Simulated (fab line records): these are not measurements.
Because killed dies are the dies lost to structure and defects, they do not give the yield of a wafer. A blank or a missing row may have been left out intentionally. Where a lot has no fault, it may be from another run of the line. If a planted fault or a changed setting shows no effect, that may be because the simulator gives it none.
Which of the tools did it? + flow sky130 + 36 wafers from 12 lots sampled at 3 of the route's 708 steps

== WHAT THE GAUGES SHOWED, per wafer ==
SKY_SD_P_CD_MEAS_07 targets a cd of 380 nm. Usual: cd-nm reads 380.5 nm (standard deviation 2.3).
| lot  | measured     | on        | cd-nm (nm)        | flag |
|------|--------------|-----------|-------------------|------|
| L623 | day 26 19:30 | cd-sem-02 | 382.7 382.6 382.1 |      |
| L624 | day 26 18:45 | cd-sem-02 | 383.2 382.4 382.7 |      |
| L626 | day 27 10:17 | cd-sem-02 | 378.2 379.9 377.0 |      |
| L627 | day 27 18:16 | cd-sem-01 | 383.7 384.6 384.2 |      |
| L628 | day 28 05:14 | cd-sem-02 | 379.6 380.1 381.9 |      |
| L630 | day 28 21:09 | cd-sem-01 | 376.0 375.9 377.3 |      |
| L632 | day 29 03:43 | cd-sem-01 | 379.2 379.7 379.9 |      |
| L633 | day 29 12:57 | cd-sem-01 | 382.8 382.6 381.1 |      |
| L634 | day 29 22:56 | cd-sem-01 | 382.7 383.7 382.9 |      |
| L635 | day 30 17:57 | cd-sem-01 | 378.2 377.8 379.4 |      |
| L636 | day 30 18:52 | cd-sem-02 | 379.4 378.7 378.8 |      |
| L637 | day 31 05:27 | cd-sem-01 | 380.9 384.3 381.7 |      |

== TOOL THAT RAN EACH LOT (tool first, then ch and the chambers of the sampled wafers, then the start) ==
| lot  | SKY_NWELL_EXPOSE_20                | SKY_SPACER_ETCHBACK_02             |
|------|------------------------------------|------------------------------------|
| L623 | iline-stepper-02 ch 0, day 5 11:20 | rie-diel-03 ch 0,1, day 24 07:19   |
| L624 | iline-stepper-01 ch 0, day 5 11:58 | rie-diel-02 ch 0,1,2, day 24 06:07 |
| L626 | iline-stepper-02 ch 0, day 5 22:40 | rie-diel-03 ch 1,2,3, day 24 21:48 |
| L627 | iline-stepper-01 ch 0, day 6 04:54 | rie-diel-03 ch 2,3, day 25 06:52   |
| L628 | iline-stepper-02 ch 0, day 6 13:07 | rie-diel-03 ch 0,1,3, day 25 18:59 |
| L630 | iline-stepper-01 ch 0, day 6 23:00 | rie-diel-03 ch 0,2, day 26 10:50   |
| L632 | iline-stepper-01 ch 0, day 7 07:42 | rie-diel-01 ch 0,2, day 26 17:46   |
| L633 | iline-stepper-02 ch 0, day 7 14:37 | rie-diel-02 ch 2,3, day 27 03:12   |
| L634 | iline-stepper-01 ch 0, day 7 18:47 | rie-diel-01 ch 0,2,3, day 27 12:13 |
| L635 | iline-stepper-01 ch 0, day 8 05:54 | rie-diel-02 ch 0,2,3, day 28 08:01 |
| L636 | iline-stepper-02 ch 0, day 8 08:14 | rie-diel-03 ch 0,3, day 28 10:22   |
| L637 | iline-stepper-01 ch 0, day 8 17:01 | rie-diel-02 ch 1,2, day 28 20:07   |
- SKY_NWELL_EXPOSE_20: exposes mask NWM COMPLEMENT, target cd 840 nm.
- SKY_SPACER_ETCHBACK_02: etches Si3N4 in CH3F/O2, stops on SiO2, time 46.7 s, target depth 45 nm.

== WHAT THE TOOLS THEMSELVES READ (means of the sampled wafers that have a number; where no wafer has one, the mark that the record gives instead) ==
SKY_NWELL_EXPOSE_20. Usual: exposure-dose-mJ-cm2 reads 260.03 (standard deviation 0.24).
| lot  | tool             | exposure-dose-mJ-cm2 | flag |
|------|------------------|----------------------|------|
| L623 | iline-stepper-02 | 260.04               |      |
| L624 | iline-stepper-01 | 260.08               |      |
| L626 | iline-stepper-02 | 260.10               |      |
| L627 | iline-stepper-01 | 260.01               |      |
| L628 | iline-stepper-02 | 259.65               |      |
| L630 | iline-stepper-01 | 260.10               |      |
| L632 | iline-stepper-01 | 260.05               |      |
| L633 | iline-stepper-02 | 260.23               |      |
| L634 | iline-stepper-01 | 259.95               |      |
| L635 | iline-stepper-01 | 260.11               |      |
| L636 | iline-stepper-02 | 260.32               |      |
| L637 | iline-stepper-01 | 260.16               |      |

SKY_SPACER_ETCHBACK_02. Usual: O2_flow_sccm 30.00 sccm, standard deviation 0.09; bias-w 79.99 W, standard deviation 0.22; drypump-motor-current-A 5.9 A, standard deviation 0.49; oes-product-au 0.852 a.u., standard deviation 0.0068; throttle-valve-pct 10.562 %, standard deviation 0.0088.
| lot  | tool        | O2_flow_sccm (sccm) | bias-w (W) | drypump-motor-current-A (A) | oes-product-au (a.u.) | throttle-valve-pct (%) | flag |
|------|-------------|---------------------|------------|-----------------------------|-----------------------|------------------------|------|
| L623 | rie-diel-03 | 30.06               | 79.87      | 5.7                         | 0.857                 | 10.562                 |      |
| L624 | rie-diel-02 | 30.02               | 80.18      | 6.3                         | 0.857                 | 10.562                 |      |
| L626 | rie-diel-03 | 30.11               | 80.18      | 5.8                         | 0.857                 | 10.566                 |      |
| L627 | rie-diel-03 | 30.01               | 79.83      | 6.0                         | 0.846                 | 10.562                 |      |
| L628 | rie-diel-03 | 30.00               | 80.08      | 6.0                         | 0.846                 | 10.567                 |      |
| L630 | rie-diel-03 | 29.93               | 79.74      | 5.5                         | 0.852                 | 10.559                 |      |
| L632 | rie-diel-01 | 30.03               | 80.10      | 5.6                         | 0.853                 | 10.560                 |      |
| L633 | rie-diel-02 | 30.04               | 79.94      | 6.4                         | 0.847                 | 10.552                 |      |
| L634 | rie-diel-01 | 29.98               | 80.18      | 5.7                         | 0.859                 | 10.572                 |      |
| L635 | rie-diel-02 | 29.98               | 79.93      | 6.0                         | 0.855                 | 10.563                 |      |
| L636 | rie-diel-03 | 30.00               | 80.06      | 6.1                         | 0.850                 | 10.564                 |      |
| L637 | rie-diel-02 | 30.08               | 79.93      | 6.6                         | 0.852                 | 10.563                 |      |

== THE ANSWER, worked out from the rows above alone ==
Rule: a lot is off if the mean of its wafers that have a number lies more than 3 standard deviations from the usual mean. Also off: a lot with no number at a reading for which 4 or more lots have one. Where the step has rows for the other lots, those lots are counted as sound. The gauges are gone through in route order, then the tools' own readings, and for those a lot's mean is taken as printed above. At the first step where some lot is off, the reading lying furthest off is the one used; lots without a number count as furthest.
No lot is off at any reading shown: from this, nothing can be told.

== WHAT WAS PUT IN BY THE SIMULATOR ==
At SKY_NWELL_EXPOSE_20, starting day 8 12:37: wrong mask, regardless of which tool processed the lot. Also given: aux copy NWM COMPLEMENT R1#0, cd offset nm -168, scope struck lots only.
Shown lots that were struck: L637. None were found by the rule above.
